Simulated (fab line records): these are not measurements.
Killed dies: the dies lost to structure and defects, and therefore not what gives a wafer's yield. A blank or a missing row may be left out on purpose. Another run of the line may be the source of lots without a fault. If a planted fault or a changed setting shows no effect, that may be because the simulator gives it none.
Which tool was responsible? :: flow gf180mcu :: Sampling: 14 lots, 42 wafers, 4 of 602 route steps

## WHAT EACH GAUGE READ, for each wafer
GF_STI_THK_MEAS_04. Usual: for STI_CVD_03_THK the level is 207.9 nm and the standard deviation is 1.8.
lot: L202
measured: day 1 14:08
on: film metro-02
STI_CVD_03_THK (nm): 210.5 210.1 210.5
flag: 

lot: L203
measured: day 1 19:11
on: film metro-02
STI_CVD_03_THK (nm): 207.0 206.3 207.7
flag: 

lot: L204
measured: day 1 23:35
on: film metro-04
STI_CVD_03_THK (nm): 207.5 208.5 206.2
flag: 

lot: L205
measured: day 2 04:36
on: film metro-02
STI_CVD_03_THK (nm): 207.6 206.9 206.8
flag: 

lot: L208
measured: day 2 19:34
on: film metro-04
STI_CVD_03_THK (nm): 211.0 210.2 209.4
flag: 

lot: L209
measured: day 3 00:34
on: film metro-04
STI_CVD_03_THK (nm): 206.9 207.5 208.9
flag: 

lot: L212
measured: day 3 15:40
on: film metro-04
STI_CVD_03_THK (nm): 207.8 206.5 207.9
flag: 

lot: L213
measured: day 3 21:01
on: film metro-01
STI_CVD_03_THK (nm): 205.6 205.8 206.3
flag: 

lot: L214
measured: day 4 02:08
on: film metro-01
STI_CVD_03_THK (nm): 212.4 212.5 212.0
flag: 

lot: L215
measured: day 4 08:02
on: film metro-01
STI_CVD_03_THK (nm): 207.2 207.9 208.2
flag: 

lot: L216
measured: day 4 12:13
on: film metro-02
STI_CVD_03_THK (nm): 208.4 208.6 205.8
flag: 

lot: L217
measured: day 4 17:12
on: film metro-01
STI_CVD_03_THK (nm): 210.6 209.1 207.7
flag: 

lot: L218
measured: day 4 21:34
on: film metro-02
STI_CVD_03_THK (nm): 210.0 208.9 207.3
flag: 

lot: L225
measured: day 6 09:16
on: film metro-02
STI_CVD_03_THK (nm): 209.1 207.4 208.2
flag: 

GF_STI_CD_MEAS_12 targets a cd of 220 nm. Usual: cd nm 219.9 nm, standard deviation 1.3.
lot: L202
measured: day 2 01:26
on: cd sem-01
cd nm (nm): 218.2 219.3 219.3
flag: 

lot: L203
measured: day 2 06:50
on: cd sem-02
cd nm (nm): 218.6 218.2 218.5
flag: 

lot: L204
measured: day 2 10:56
on: cd sem-02
cd nm (nm): 219.7 219.5 219.0
flag: 

lot: L205
measured: day 2 16:52
on: cd sem-02
cd nm (nm): 218.1 217.3 217.5
flag: 

lot: L208
measured: day 3 08:05
on: cd sem-02
cd nm (nm): 219.6 219.5 220.1
flag: 

lot: L209
measured: day 3 12:57
on: cd sem-01
cd nm (nm): 218.8 216.8 218.2
flag: 

lot: L212
measured: day 4 04:10
on: cd sem-01
cd nm (nm): 217.2 218.6 219.2
flag: 

lot: L213
measured: day 4 10:22
on: cd sem-01
cd nm (nm): 220.0 220.3 220.2
flag: 

lot: L214
measured: day 4 15:13
on: cd sem-02
cd nm (nm): 221.7 221.0 221.6
flag: 

lot: L215
measured: day 4 21:40
on: cd sem-02
cd nm (nm): 221.1 220.7 221.0
flag: 

lot: L216
measured: day 5 01:07
on: cd sem-02
cd nm (nm): 220.8 220.8 220.4
flag: 

lot: L217
measured: day 5 07:13
on: cd sem-01
cd nm (nm): 131.3 218.1 132.4
flag: OFF

lot: L218
measured: day 5 11:27
on: cd sem-01
cd nm (nm): 131.4 218.2 219.2
flag: OFF

lot: L225
measured: day 7 00:52
on: cd sem-02
cd nm (nm): 219.5 218.8 219.7
flag: 

GF_NSD_TW_MEAS_12. Usual: for NSD_TW the level is 4231 and the standard deviation is 29.
lot: L202
measured: day 13 12:08
on: film metro-02
NSD_TW: 4197 4208 4232
flag: 

lot: L203
measured: day 13 21:11
on: film metro-03
NSD_TW: 4234 4227 4246
flag: 

lot: L204
measured: day 13 23:49
on: film metro-02
NSD_TW: 4197 4192 4208
flag: 

lot: L205
measured: day 14 14:15
on: film metro-01
NSD_TW: 4272 4277 4281
flag: 

lot: L208
measured: day 15 13:23
on: film metro-02
NSD_TW: 4216 4210 4220
flag: 

lot: L209
measured: day 16 05:04
on: film metro-03
NSD_TW: 4222 4197 4216
flag: 

lot: L212
measured: day 16 21:20
on: film metro-02
NSD_TW: 4206 4204 4213
flag: 

lot: L213
measured: day 17 01:49
on: film metro-03
NSD_TW: 4256 4227 4238
flag: 

lot: L214
measured: day 17 14:46
on: film metro-01
NSD_TW: 4280 4284 4283
flag: 

lot: L215
measured: day 17 22:37
on: film metro-03
NSD_TW: 4215 4183 4202
flag: 

lot: L216
measured: day 18 02:22
on: film metro-02
NSD_TW: 4199 4193 4203
flag: 

lot: L217
measured: day 18 13:19
on: film metro-01
NSD_TW: 4254
flag: 

lot: L218
measured: day 18 16:23
on: film metro-02
NSD_TW: 4216 4202
flag: 

lot: L225
measured: day 21 06:28
on: film metro-02
NSD_TW: 4228 4213 4211
flag: 

## WHICH TOOL RAN EACH LOT (tool, then ch and the chambers of the sampled wafers, then the start)
lot: L202
GF_STI_EXPOSE_09: krf scanner-01 ch 0, day 1 19:43

lot: L203
GF_STI_EXPOSE_09: krf scanner-02 ch 0, day 2 00:54

lot: L204
GF_STI_EXPOSE_09: krf scanner-01 ch 0, day 2 05:22

lot: L205
GF_STI_EXPOSE_09: krf scanner-01 ch 0, day 2 10:49

lot: L208
GF_STI_EXPOSE_09: krf scanner-02 ch 0, day 3 02:01

lot: L209
GF_STI_EXPOSE_09: krf scanner-02 ch 0, day 3 06:43

lot: L212
GF_STI_EXPOSE_09: krf scanner-02 ch 0, day 3 21:58

lot: L213
GF_STI_EXPOSE_09: krf scanner-01 ch 0, day 4 03:54

lot: L214
GF_STI_EXPOSE_09: krf scanner-01 ch 0, day 4 08:48

lot: L215
GF_STI_EXPOSE_09: krf scanner-02 ch 0, day 4 14:55

lot: L216
GF_STI_EXPOSE_09: krf scanner-02 ch 0, day 4 18:37

lot: L217
GF_STI_EXPOSE_09: krf scanner-02 ch 0, day 5 00:21

lot: L218
GF_STI_EXPOSE_09: krf scanner-02 ch 0, day 5 04:48

lot: L225
GF_STI_EXPOSE_09: krf scanner-01 ch 0, day 6 17:40
- GF_STI_EXPOSE_09: exposes mask COMP, target cd 220 nm.

## AS READ BY THE TOOLS THEMSELVES (means over the sampled wafers that have a number; for cases with no such wafer, the mark the record gives instead)
GF_STI_EXPOSE_09. Usual: focus offset nm -0.1 nm, standard deviation 0.5.
lot: L202
tool: krf scanner-01
focus offset nm (nm): 0.4
flag: 

lot: L203
tool: krf scanner-02
focus offset nm (nm): 0.0
flag: 

lot: L204
tool: krf scanner-01
focus offset nm (nm): 0.1
flag: 

lot: L205
tool: krf scanner-01
focus offset nm (nm): 0.0
flag: 

lot: L208
tool: krf scanner-02
focus offset nm (nm): -0.1
flag: 

lot: L209
tool: krf scanner-02
focus offset nm (nm): -0.1
flag: 

lot: L212
tool: krf scanner-02
focus offset nm (nm): 0.1
flag: 

lot: L213
tool: krf scanner-01
focus offset nm (nm): 0.1
flag: 

lot: L214
tool: krf scanner-01
focus offset nm (nm): -0.1
flag: 

lot: L215
tool: krf scanner-02
focus offset nm (nm): 0.3
flag: 

lot: L216
tool: krf scanner-02
focus offset nm (nm): 0.3
flag: 

lot: L217
tool: krf scanner-02
focus offset nm (nm): -0.1
flag: 

lot: L218
tool: krf scanner-02
focus offset nm (nm): -0.5
flag: 

lot: L225
tool: krf scanner-01
focus offset nm (nm): 0.0
flag: 

## THE ANSWER, worked out from the rows above alone
Rule: lot off if the mean of its wafers having a number is beyond 3 standard deviations from the usual mean. Also off: a lot with no number at a reading for which 4 or more lots have one. Where the step has rows for the other lots, those lots are counted as sound. After the gauges, taken in route order, come the tools' own readings; for these a lot's mean is taken, as printed above. At the first step where some lot is off, the reading lying furthest off is the one used; lots without a number count as furthest.
Off at GF_STI_CD_MEAS_12 (cd nm): L217, L218.
A tool fits if, at a process step before that reading, it ran every lot that is off, and no sound lot after the first of them. Gauges at GF_STI_CD_MEAS_12: tried the same way as those tools. This does not decide it: 2 tools fit, namely krf scanner-02 at GF_STI_EXPOSE_09 and cd sem-01 at GF_STI_CD_MEAS_12.

## WHAT HAD BEEN PUT IN BY THE SIMULATOR
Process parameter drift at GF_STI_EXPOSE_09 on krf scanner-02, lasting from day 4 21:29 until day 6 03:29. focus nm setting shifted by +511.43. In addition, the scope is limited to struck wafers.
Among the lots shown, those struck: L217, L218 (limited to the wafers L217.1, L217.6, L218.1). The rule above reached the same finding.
